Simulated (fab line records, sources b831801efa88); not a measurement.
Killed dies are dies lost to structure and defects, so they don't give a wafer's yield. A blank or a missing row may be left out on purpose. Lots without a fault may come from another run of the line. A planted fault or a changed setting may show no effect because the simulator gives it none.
Tool commonality check | flow sky130 | 13 lots, 39 wafers sampled

WHY IT WAS OPENED
At SKY_LDD_N_TW_MEAS_17 the reading LDD_N_TW is flagged on 1 of 13 lots. Wafers without a fault read 2603, standard deviation 29.
Rule: a lot is flagged when every wafer of it that has a number lies more than 4 standard deviations from that mean, or none has a number. The other lots count as sound.

lot  | measured     | on            | LDD_N_TW, wafer by wafer | flag
L631 | day 18 01:22 | film_metro-03 | 2590 2604 2608           |
L632 | day 18 03:14 | film_metro-03 | 2587 2596 2576           |
L636 | day 20 11:26 | film_metro-01 | 2580 2578 2577           |
L637 | day 20 11:45 | film_metro-03 | 2593 2598 2590           |
L635 | day 20 12:02 | film_metro-04 | 2642 2645 2645           |
L638 | day 21 03:24 | film_metro-04 | 2642 2637 2634           |
L639 | day 22 02:40 | film_metro-01 | 2577 2571 2581           |
L640 | day 22 02:47 | film_metro-01 | 2570 2565 2570           |
L643 | day 22 15:31 | film_metro-03 | 30 30 30                 | FLAGGED
L645 | day 23 10:02 | film_metro-01 | 2569 2582 2577           |
L646 | day 23 15:50 | film_metro-04 | 2653 2661 2653           |
L652 | day 25 20:53 | film_metro-04 | 2618 2629 2642           |
L653 | day 25 23:41 | film_metro-03 | 2582 2589 2600           |
The numbers of the flagged lots are 30 on average: -2573 against the usual, or -89 standard deviations.

WHICH TOOL RAN EACH LOT
The record holds 1 process step before the reading, out of a route of 708 steps. In each cell: the tool, then ch and the chambers that the sampled wafers went through, then the start.
lot  | flag    | SKY_LDD_N_EXPOSE_04
L631 |         | iline_stepper-01 ch 0, day 17 09:29
L632 |         | iline_stepper-01 ch 0, day 17 11:02
L636 |         | iline_stepper-02 ch 0, day 19 18:37
L637 |         | iline_stepper-01 ch 0, day 19 18:53
L635 |         | iline_stepper-01 ch 0, day 19 19:12
L638 |         | iline_stepper-02 ch 0, day 20 11:17
L639 |         | iline_stepper-02 ch 0, day 21 10:35
L640 |         | iline_stepper-02 ch 0, day 21 10:43
L643 | FLAGGED | iline_stepper-02 ch 0, day 21 23:40
L645 |         | iline_stepper-01 ch 0, day 22 17:44
L646 |         | iline_stepper-02 ch 0, day 23 00:07
L652 |         | iline_stepper-01 ch 0, day 25 05:02
L653 |         | iline_stepper-01 ch 0, day 25 07:52
What these steps do:
- SKY_LDD_N_EXPOSE_04: exposes mask NTM, target cd 840 nm.
- SKY_LDD_N_TW_MEAS_17

FLAGGED OVER TOTAL, TOOL BY TOOL (the gauges that took the reading come last)
step                 | tool             | lots run | flagged | share of the flagged lots | sound lots run after its first flagged lot
SKY_LDD_N_EXPOSE_04  | iline_stepper-01 | 7        | 0       | none                      | -
SKY_LDD_N_EXPOSE_04  | iline_stepper-02 | 6        | 1       | all                       | 1 (L646)
SKY_LDD_N_TW_MEAS_17 | film_metro-01    | 4        | 0       | none                      | -
SKY_LDD_N_TW_MEAS_17 | film_metro-03    | 5        | 1       | all                       | 1 (L653)
SKY_LDD_N_TW_MEAS_17 | film_metro-04    | 4        | 0       | none                      | -

WHAT THE TABLE ALLOWS
2 rows of the table ran every flagged lot: iline_stepper-02 at SKY_LDD_N_EXPOSE_04, film_metro-03 at SKY_LDD_N_TW_MEAS_17.
- iline_stepper-02 at SKY_LDD_N_EXPOSE_04: 1 of its 6 lots flagged. Sound lots ran on it after the first flagged one (L646), which a lasting fault on the whole tool wouldn't allow.
- film_metro-03 at SKY_LDD_N_TW_MEAS_17: 1 of its 5 lots flagged. Sound lots ran on it after the first flagged one (L653), which a lasting fault on the whole tool wouldn't allow.
No row of the table ran every flagged lot and no sound lot after the first.

WHAT THE SIMULATOR HAD PUT IN
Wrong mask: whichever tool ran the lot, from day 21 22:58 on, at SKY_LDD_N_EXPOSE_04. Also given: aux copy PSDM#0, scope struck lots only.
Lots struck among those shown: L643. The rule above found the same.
